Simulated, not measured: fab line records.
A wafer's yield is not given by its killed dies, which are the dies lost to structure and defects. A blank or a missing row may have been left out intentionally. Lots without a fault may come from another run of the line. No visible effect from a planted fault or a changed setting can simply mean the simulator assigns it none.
A lot that was struck, set against a sound lot | flow gf180mcu | 14 steps out of a route of 602
Sound: wafers L296.3, L296.4, L296.6. Wafers struck: L305.1, L305.2, L305.3. Last of all comes the cause.
Each step with rows lists, per side, the tool, then ch with its chambers, then its first start. Under that, the readings that differ: sound wafers | struck wafers | difference of the means | sigmas: that difference in standard deviations of wafers without a fault.
alike: a reading whose means differ by less than 2 such deviations, as well as words and numbers matching on both sides. not compared: withheld readings; readings where some wafer has no value; bounds like >300 that might hide an equal value; numbers whose values overlap and for which the record gives no deviation.
Wherever a step has rows on one side only, a row that says differs or no value, or a row with sigmas, the two part there. When numbers do not overlap yet have no deviation, they are printed without sigmas and do not part them. A reading that every wafer of one side lacks parts them only if that side has two wafers or more.

first, 1 step without rows for these wafers: GF_MVPSD_DEVELOP_06 (develop time 60 s).
GF_MVPSD_OVL_MEAS_07:
  sound on overlay-02, day 7 14:50; struck on overlay-02, day 9 19:05
  alike: MVPSD_OVL
then, 2 steps without rows for these wafers: GF_MVPSD_IMPLANT_08; GF_MVPSD_IMPLANT_09.
GF_MVPSD_STRIP_10: strips in O2/N2.
  sound on plasmaAsher-02 ch 0,1, day 7 15:11; struck on plasmaAsher-04 ch 0,1, day 9 19:26
  alike: drypumpMotorCurrentA, heaterPowerW, n2FlowSccm, oesProductAu, stripTimeToEndpointS
  not compared: rfHoursCounterH
GF_MVPSD_TW_MEAS_11:
  sound on filmMetro-03, day 7 15:16; struck on filmMetro-03, day 9 19:32
  alike: MVPSD_TW
then, 6 steps without rows for these wafers: GF_VT_IMPLANT_DEHYDRATE_00 (time 60 s); GF_VT_IMPLANT_HMDS_01 (prime time 60 s); GF_VT_IMPLANT_COAT_02 (resist thk 1000 nm); GF_VT_IMPLANT_SOFTBAKE_03 (time 60 s); GF_VT_IMPLANT_EXPOSE_04 (exposes mask LVPWELL LV AREA, target cd 600 nm); GF_VT_IMPLANT_PEB_05.
GF_VT_IMPLANT_DEVELOP_06: develop time 60 s.
  sound on lithoTrack-03 ch 0, day 8 06:20; struck on lithoTrack-03, day 10 12:38
  no value came back on the struck wafers for chillPlateTempC (C), developTimeS (s); on the sound wafers chillPlateTempC (C) reads 23.08 22.95 22.96
GF_VT_IMPLANT_OVL_MEAS_07:
  sound on overlay-02, day 8 06:27; struck on overlay-02, day 10 12:47
reading             | sound        | struck | difference                    | sigmas
VT_IMPLANT_OVL (nm) | 0.8 0.2 -0.1 | - - -  | no value on the struck wafers | 

WHERE THEY PART
Last at GF_VT_IMPLANT_OVL_MEAS_07 as far as this record goes, first at GF_VT_IMPLANT_DEVELOP_06.

WHY: whatever the simulator had introduced
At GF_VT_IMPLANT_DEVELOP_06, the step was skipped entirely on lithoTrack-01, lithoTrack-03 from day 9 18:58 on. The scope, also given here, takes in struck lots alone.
